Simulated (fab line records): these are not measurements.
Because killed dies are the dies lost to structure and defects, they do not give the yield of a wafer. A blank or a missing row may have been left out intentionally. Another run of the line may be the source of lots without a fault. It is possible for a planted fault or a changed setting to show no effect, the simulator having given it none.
Which tool did it? + flow sky130 + Sampling: 7 lots, 21 wafers, 3 of 708 route steps

== WHAT THE GAUGES SHOWED, per wafer ==
SKY_SD_N_CD_MEAS_07: the cd target is 380 nm.
| lot  | measured     | on        | cd nm (nm)        |
|------|--------------|-----------|-------------------|
| L793 | day 28 03:43 | cd sem-02 | 376.9 379.8 377.3 |
| L794 | day 28 16:25 | cd sem-01 | 380.0 378.0 380.8 |
| L800 | day 30 07:35 | cd sem-01 | - - -             |
| L805 | day 32 08:31 | cd sem-01 | 379.0 378.9 379.3 |
| L808 | day 34 13:44 | cd sem-02 | 379.7 382.1 379.8 |
| L813 | day 34 19:38 | cd sem-02 | 382.4 383.0 378.9 |
| L814 | day 34 23:35 | cd sem-02 | 379.0 381.2 380.3 |

== WHAT TOOL EACH LOT RAN ON (gives the tool, then ch and the chambers of the sampled wafers, and finally the start) ==
| lot  | SKY_POLY_CUT_STRIP_12                | SKY_SD_N_COAT_02                  |
|------|--------------------------------------|-----------------------------------|
| L793 | plasma asher-03 ch 0,1, day 24 12:47 | litho track-01 ch 0, day 27 14:07 |
| L794 | plasma asher-01 ch 0,1, day 25 01:56 | litho track-01 ch 0, day 28 01:46 |
| L800 | plasma asher-04 ch 0,1, day 26 19:41 | litho track-01, day 29 18:40      |
| L805 | plasma asher-04 ch 0,1, day 28 22:21 | litho track-03 ch 0, day 31 18:14 |
| L808 | plasma asher-01 ch 0,1, day 31 06:07 | litho track-01 ch 0, day 33 23:46 |
| L813 | plasma asher-03 ch 0, day 31 11:32   | litho track-02 ch 0, day 34 07:05 |
| L814 | plasma asher-04 ch 0,1, day 31 15:39 | litho track-03 ch 0, day 34 11:05 |
- SKY_POLY_CUT_STRIP_12: strips in O2/N2.
- SKY_SD_N_COAT_02: resist thk 1140 nm.

== THE ANSWER, worked out from the rows above alone ==
Rule: what is usual is taken from the lots themselves. The widest of any qualifying gaps counts: lots, ordered by their means at a reading, are off when they make up no more than a third of the lots, leave a main group of 4 or more, and stand apart from it by 3 or more times the standard deviation of that group's means. A main group whose means are all the same, to the digits that the tables above print for the reading, isn't used. Also off: a lot with no number at a reading for which 4 or more lots have one. Where the step has rows for the other lots, those lots are counted as sound.
Off: L800 (SKY_SD_N_CD_MEAS_07, cd nm). Without a number there: L800. For the main group the mean is 379.8 nm and the standard deviation 1.1.
A tool fits if, at a process step before that reading, it ran every lot that is off, and no sound lot after the first of them. Those tools and the gauges at SKY_SD_N_CD_MEAS_07 are tried in the same way. No candidate that was tried fits.

== WHAT WAS PUT IN BY THE SIMULATOR ==
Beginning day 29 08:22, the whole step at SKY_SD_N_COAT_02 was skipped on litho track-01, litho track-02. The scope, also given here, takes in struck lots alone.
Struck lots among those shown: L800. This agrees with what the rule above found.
